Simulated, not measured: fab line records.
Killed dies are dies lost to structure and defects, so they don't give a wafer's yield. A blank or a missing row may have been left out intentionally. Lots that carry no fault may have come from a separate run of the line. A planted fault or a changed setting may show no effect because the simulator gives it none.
The same fault as seen by 2 desks    flow gf180mcu    every desk sees just its own numbers, and what lay behind them comes last

THE METROLOGY DESK
Means of the sampled wafers that have a number, per lot and without regard to the tool the lot ran on: this is what the gauges read. The brackets show how far a lot's mean lies from the usual mean; more than 4 standard deviations puts the lot out of limits, marked OUT.
Columns: A = cdNm at GF_M3_CD_MEAS_14, usual 280.2 nm
lot   first seen here  A
L601  day 21 06:34     280.5
L603  day 22 02:13     279.3
L604  day 22 11:10     282.2
L605  day 22 22:28     279.4
L606  day 23 06:22     279.8
L607  day 23 10:48     280.6
L608  day 23 20:04     280.2
L609  day 24 15:52     280.5
L610  day 24 16:42     278.4
L614  day 26 00:16     279.9
L618  day 27 00:02     281.4
L620  day 27 20:08     280.4
L624  day 28 20:24     283.0
This desk's verdict: no lot among the 13 shows anything out of limits.

AT THE TOOL OWNER'S DESK: cmp-01
The tool's own readings at GF_V2_CMP_26 (polishes, stops on SiO2, t overpolish 15 s, target thk 0 nm): means of the sampled wafers that have a number, for each lot that ran on this tool. The brackets show how far a lot's mean lies from the usual mean; more than 4 standard deviations puts the lot out of limits, marked OUT.
Columns: A = motorCurrentA at GF_V2_CMP_26, usual 11.0 A; B = overpolishRunS at GF_V2_CMP_26, usual 15.000 s; C = timeToEndpointS at GF_V2_CMP_26, usual 84 s
lot   first seen here  A     B                         C
L601  day 20 06:19     11.0  14.999                    88
L607  day 22 10:41     10.7  14.998                    82
L614  day 25 02:37     11.8  14.999                    80
L618  day 26 03:35     10.9  10.009 (-99 or more) OUT  98 (+4.4) OUT
L620  day 27 00:02     11.7  10.008 (-99 or more) OUT  98 (+4.5) OUT
This desk's finding: out of limits on L618, L620; first on L618, day 26 03:35 (overpolishRunS at GF_V2_CMP_26). L601, L607, L614: within limits.

TAKEN TOGETHER
At day 26 03:35, on L618, L620, the tool owner's desk was in a position to raise an alarm.
Nothing out of limits was seen by the metrology desk.
The metrology desk has L618, L620 on record, within its limits.
GF_V2_CMP_26 was run on cmp-01 by each of the lots named.

WHAT THE SIMULATOR HAD INSERTED
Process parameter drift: cmp-01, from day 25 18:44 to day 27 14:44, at GF_V2_CMP_26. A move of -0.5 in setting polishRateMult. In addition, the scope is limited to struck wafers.
Lots struck among those shown: L618, L620.
Time in hours from fault onset to the first out-of-limits reading at each desk: the tool owner's desk, 9.
